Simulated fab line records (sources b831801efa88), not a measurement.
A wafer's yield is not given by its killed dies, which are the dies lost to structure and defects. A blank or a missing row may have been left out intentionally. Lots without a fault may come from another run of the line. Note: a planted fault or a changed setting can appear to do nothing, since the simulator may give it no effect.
fab line records    flow sfq_line
record: lots: 13  wafers: 39  last_day: 91
route steps=325 shown I0@43 M1@59 M2@92 I3@135
lots with no fault: from the same line, run without faults
start_h: the number of hours between the record's first day and the start of the first shown wafer of the lot    wait_h: hours since the lot's step before    " identical to the entry in the row above    L1.1+2: a row that stands for several wafers    - no value, or no start given    * or withheld: withheld    < > ~ a bound
route shown NAME@n: names a module that has steps shown in the file, with the first one's number in the route    usual: mean and standard deviation over wafers with no fault    same: alike in all rows    chamber/n: place in a boat    sites: each site's reading    _std_site: the standard deviation of these    _edge_site: outer sites' mean less inner sites'    radius_mm: for every site, how far away it sits from the centre of the wafer    mask NAME#n: copy n    behind: the last tool/chamber to shape the wafer    hold: why the lot was held/for how many hours/how that ended    device: the transistor (n, p or np) that didn't switch    end of line: the tests these same wafers got at the end of their route    for a step that has no rows: nothing shown but its recipe    killed: count of dies lost to structure and defects at first sort (not the wafer's yield)    map: the dies of a wafer, with x for killed, . for not killed, _ for no die there
set.NAME: the run value of the setting; set.NAME@STEP: its run value at that earlier step    model.NAME: the simulator's own value behind a step, which no gauge read
the route's steps for a sample of lots (tables are steps, rows are wafers)
services: a tool's chamber out of use, with start hour (start_h, from the record's first day; less than 0 if before it), hours out, and reason
== steps ==
step: SFQ_TRILAYER_I0_DEP_PECVD_027
recipe: material: SiO2  temp_c: 150  time_s: 111.11  pressure_torr: 2.4  rf_w: 183.3  precursor: SiH4/N2O  target_thk_nm: 500
usual: heater_power_w: 98/10  throttle_valve_pct: 24.2/1
lot.wafer  tool      chamber  start_h  wait_h  heater_power_w  throttle_valve_pct
L497.4     pecvd-04  1        255.25   0.0     86              23.5
L497.5     "         0        "        "       83              22.9
L497.6     "         1        "        "       85              23.5
L498.1     pecvd-01  1        264.79   0.0     110             22.9
L498.2     "         2        "        "       99              23.4
L498.4     "         0        "        "       85              23.4
L501.1     pecvd-04  0        294.79   0.0     82              22.8
L501.3     "         1        "        "       87              23.9
L501.6     "         1        "        "       86              23.7
L502.1     pecvd-01  2        304.39   0.0     106             23.5
L502.4     "         0        "        "       86              23.7
L502.5     "         2        "        "       105             23.3
L503.3     pecvd-02  2        306.79   0.0     114             24.8
L503.5     "         1        "        "       85              25.2
L503.6     "         0        "        "       98              25.8
L505.3     pecvd-02  1        317.38   0.0     86              25.3
L505.4     "         0        "        "       99              25.9
L505.5     "         2        "        "       106             24.9
L507.3     pecvd-04  0        325.78   0.0     94              23.1
L507.4     "         0        "        "       96              22.8
L507.6     "         1        "        "       81              23.8
L508.2     pecvd-02  1        328.18   0.0     96              25.3
L508.3     "         0        "        "       111             26.0
L508.4     "         2        "        "       113             24.5
L509.1     pecvd-04  0        329.38   0.0     89              22.9
L509.5     "         1        "        "       70              23.7
L509.6     "         2        "        "       87              23.7
L510.1     pecvd-01  0        370.18   0.0     92              23.9
L510.4     "         2        "        "       109             23.6
L510.5     "         1        "        "       94              23.3
L514.1     pecvd-01  1        407.38   0.0     109             23.4
L514.5     "         0        "        "       85              24.1
L514.6     "         1        "        "       92              23.4
L517.2     pecvd-02  1        439.91   0.0     91              25.4
L517.4     "         1        "        "       95              25.3
L517.5     "         0        "        "       108             25.8
L518.2     pecvd-01  0        459.40   0.0     101             24.0
L518.4     "         2        "        "       111             23.8
L518.5     "         0        "        "       103             24.0
step: SFQ_TRILAYER_M1_DEP_SPUTTER_037
recipe: material: Nb  base_pressure_pa: 1.33e-06  chamber_pressure_pa: 0.1333  substrate_temp_c: 20  resputter_cathode_voltage_v: 400  target_thk_nm: 200  power_w: 2000  time_s: 133.3
usual: throttle_valve_pct: 30.1/0.99
lot.wafer  tool            chamber  start_h  wait_h  throttle_valve_pct
L497.4     pvd_sputter-03  -        382.18   0.0     31.7
L497.5     "               -        "        "       31.8
L497.6     "               -        "        "       30.1
L498.1     pvd_sputter-05  -        392.98   0.0     28.9
L498.2     "               -        "        "       29.2
L498.4     "               -        "        "       29.8
L501.1     pvd_sputter-03  -        435.10   0.0     31.9
L501.3     "               -        "        "       29.1
L501.6     "               -        "        "       29.0
L502.1     pvd_sputter-06  -        448.30   0.0     30.2
L502.4     "               -        "        "       30.3
L502.5     "               -        "        "       29.0
L503.3     pvd_sputter-05  -        452.50   0.0     29.8
L503.5     "               -        "        "       29.0
L503.6     "               -        "        "       29.7
L505.3     pvd_sputter-03  -        464.19   0.0     29.2
L505.4     "               -        "        "       31.9
L505.5     "               -        "        "       32.2
L507.3     pvd_sputter-05  -        476.19   0.0     29.1
L507.4     "               -        "        "       29.5
L507.6     "               -        "        "       29.4
L508.2     pvd_sputter-03  -        480.39   0.0     31.9
L508.3     "               -        "        "       29.1
L508.4     "               -        "        "       31.6
L509.1     pvd_sputter-05  -        482.32   0.0     29.3
L509.5     "               -        "        "       28.9
L509.6     "               -        "        "       29.7
L510.1     pvd_sputter-03  -        522.79   0.0     29.2
L510.4     "               -        "        "       31.8
L510.5     "               -        "        "       31.6
L514.1     pvd_sputter-03  -        567.18   0.0     29.1
L514.5     "               -        "        "       31.7
L514.6     "               -        "        "       29.8
L517.2     pvd_sputter-03  -        601.60   0.0     28.8
L517.4     "               -        "        "       31.4
L517.5     "               -        "        "       31.7
L518.2     pvd_sputter-05  -        623.77   0.0     29.7
L518.4     "               -        "        "       29.2
L518.5     "               -        "        "       29.7
step: SFQ_TRILAYER_M2_LITHO_COAT_062
recipe: resist: BARC  spin_rpm: 3000  resist_thk_nm: 62
lot.wafer   tool            chamber  start_h  wait_h
L497.4+5+6  litho_track-04  0        694.89   0.3
L498.1+2+4  litho_track-02  0        701.82   0.1
L501.1+3+6  litho_track-04  0        741.42   0.1
L502.1+4+5  litho_track-04  0        748.80   0.1
L503.3+5+6  litho_track-03  0        752.82   0.1
L505.3+4+5  litho_track-03  0        760.77   0.1
L507.3+4+6  litho_track-04  0        770.37   0.1
L508.2+3+4  litho_track-04  0        774.05   0.1
L509.1+5+6  litho_track-03  0        775.20   0.1
L510.1+4+5  litho_track-04  0        799.37   0.1
L514.1+5+6  litho_track-02  0        872.91   0.1
L517.2+4+5  litho_track-02  0        912.35   0.1
L518.2+4+5  litho_track-02  0        926.06   0.1
step: SFQ_TRILAYER_M2_BARC_OPEN_METAL_ETCH_077
recipe: mask_material: PR  chemistry: O2  target_depth_nm: 125  target: BARC  icp_w: 600  bias_w: 80  pressure_mtorr: 10  time_s: 41.7
usual: drypump_motor_current_A: 6.0/0.46  oes_product_au: 0.685/0.0043
lot.wafer  tool          chamber  start_h  wait_h  drypump_motor_current_A  oes_product_au  rf_hours_counter_h
L497.4     rie_metal-01  1        807.59   0.0     5.6                      0.690           -
L497.5     "             0        "        "       5.4                      0.684           -
L497.6     "             1        "        "       5.6                      0.680           -
L498.1     rie_metal-04  0        813.57   0.0     6.5                      0.680           43
L498.2     "             1        "        "       6.6                      0.694           49
L498.4     "             1        "        "       6.6                      0.690           -
L501.1     rie_metal-04  1        867.46   0.0     6.6                      0.687           55
L501.3     "             0        "        "       6.5                      0.683           -
L501.6     "             0        "        "       6.5                      0.685           -
L502.1     rie_metal-03  0        875.86   0.0     6.3                      0.682           107
L502.4     "             0        "        "       6.3                      0.677           -
L502.5     "             1        "        "       6.1                      0.682           -
L503.3     rie_metal-03  0        880.49   0.0     6.3                      0.681           -
L503.5     "             1        "        "       6.0                      0.683           -
L503.6     "             0        "        "       6.4                      0.690           -
L505.3     rie_metal-04  1        892.50   0.0     6.6                      0.685           -
L505.4     "             0        "        "       6.5                      0.685           -
L505.5     "             1        "        "       6.6                      0.691           -
L507.3     rie_metal-04  0        909.29   0.0     6.5                      0.686           -
L507.4     "             1        "        "       6.6                      0.681           -
L507.6     "             1        "        "       6.7                      0.687           -
L508.2     rie_metal-01  0        914.07   0.0     5.4                      0.691           55
L508.3     "             0        "        "       5.4                      0.675           -
L508.4     "             1        "        "       5.6                      0.686           -
L509.1     rie_metal-04  0        916.47   0.0     6.5                      0.691           58
L509.5     "             1        "        "       6.6                      0.687           -
L509.6     "             0        "        "       6.5                      0.684           -
L510.1     rie_metal-03  0        946.51   0.0     6.4                      0.679           117
L510.4     "             0        "        "       6.4                      0.671           -
L510.5     "             1        "        "       6.1                      0.677           -
L514.1     rie_metal-01  0        1023.92  0.0     5.4                      0.685           69
L514.5     "             0        "        "       5.4                      0.697           -
L514.6     "             0        "        "       5.4                      0.687           -
L517.2     rie_metal-03  1        1050.32  0.0     6.1                      0.689           112
L517.4     "             1        "        "       6.1                      0.691           -
L517.5     "             0        "        "       6.4                      0.686           -
L518.2     rie_metal-03  0        1059.92  0.0     6.4                      0.689           127
L518.4     "             1        "        "       6.0                      0.685           -
L518.5     "             0        "        "       6.4                      0.687           -
step: SFQ_I3_BOW_MEAS_922
recipe: mode: bow
usual: I3_BOW: 4/8.5
lot.wafer  tool           chamber  start_h  wait_h  I3_BOW[um]
L497.4     film_metro-03  -        1116.94  2.6     4
L497.5     "              -        "        "       2
L497.6     "              -        "        "       8
L498.1     film_metro-03  -        1122.92  1.0     -5
L498.2     "              -        "        "       1
L498.4     "              -        "        "       -2
L501.1     film_metro-02  -        1183.15  1.0     -3
L501.3     "              -        "        "       -3
L501.6     "              -        "        "       6
L502.1     film_metro-02  -        1186.79  1.5     -4
L502.4     "              -        "        "       -11
L502.5     "              -        "        "       -8
L503.3     film_metro-02  -        1193.02  2.5     10
L503.5     "              -        "        "       13
L503.6     "              -        "        "       11
L505.3     film_metro-04  -        1204.42  1.0     7
L505.4     "              -        "        "       1
L505.5     "              -        "        "       9
L507.3     film_metro-03  -        1222.66  2.5     -5
L507.4     "              -        "        "       17
L507.6     "              -        "        "       8
L508.2     film_metro-04  -        1230.23  1.5     -7
L508.3     "              -        "        "       11
L508.4     "              -        "        "       0
L509.1     film_metro-03  -        1233.36  1.0     -1
L509.5     "              -        "        "       -1
L509.6     "              -        "        "       -2
L510.1     film_metro-03  -        1257.40  1.0     15
L510.4     "              -        "        "       22
L510.5     "              -        "        "       6
L514.1     film_metro-04  -        1333.97  1.5     9
L514.5     "              -        "        "       15
L514.6     "              -        "        "       -2
L517.2     film_metro-04  -        1362.84  1.0     14
L517.4     "              -        "        "       5
L517.5     "              -        "        "       9
L518.2     film_metro-03  -        1365.84  2.5     -2
L518.4     "              -        "        "       -3
L518.5     "              -        "        "       9
== services ==
tool            chamber  start_h  hours  kind
pecvd-01        -        247.75   5.5    pm
rie_metal-04    0        294.62   6.7    repair
pvd_sputter-03  -        338.42   1.8    repair
rie_metal-03    -        363.98   0.9    repair
pvd_sputter-03  -        397.72   2.0    repair
pvd_sputter-03  -        450.03   4.1    repair
rie_metal-04    0        478.22   4.9    repair
pvd_sputter-03  -        487.64   1.0    repair
pecvd-01        0        490.74   6.8    repair
pvd_sputter-05  -        495.72   0.7    repair
rie_metal-03    -        503.94   1.2    repair
rie_metal-04    -        506.21   0.4    repair
pecvd-01        1        544.83   3.6    repair
rie_metal-04    1        548.37   21.0   repair
pvd_sputter-03  -        549.10   2.4    repair
pvd_sputter-03  -        563.06   2.6    repair
rie_metal-03    0        598.50   10.8   repair
rie_metal-04    -        617.93   14.6   pm
rie_metal-03    1        634.60   9.3    repair
pvd_sputter-05  -        657.27   1.7    repair
pecvd-01        -        692.68   0.7    repair
pvd_sputter-03  -        696.18   2.8    repair
pvd_sputter-03  -        852.75   3.6    repair
pvd_sputter-03  -        972.71   2.1    repair
== key ==
first_sign: step: SFQ_TRILAYER_M2_BARC_OPEN_METAL_ETCH_077  reading: oes_product_au  direction: down  sigmas: 2.6  usual: 0.685  struck: 0.674
effect none on later readings
met_at SFQ_TRILAYER_M2_LITHO_COAT_062
struck_lots L510
struck_wafers L510.4,L510.5
not_acting_at SFQ_TRILAYER_I0_DEP_PECVD_027,SFQ_TRILAYER_M1_DEP_SPUTTER_037,SFQ_I3_BOW_MEAS_922
onset_between 774.05 799.37
fault: kind: process_parameter_drift  tool: litho_track-04  chamber: -  onset_h: 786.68  steps: SFQ_TRILAYER_M2_LITHO_COAT_062  channel: resist_thk_nm  offset: -2.7035  shape: step  end_h: 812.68  scope: struck_wafers_only  acts_in: these_recipes_only  stated: 62
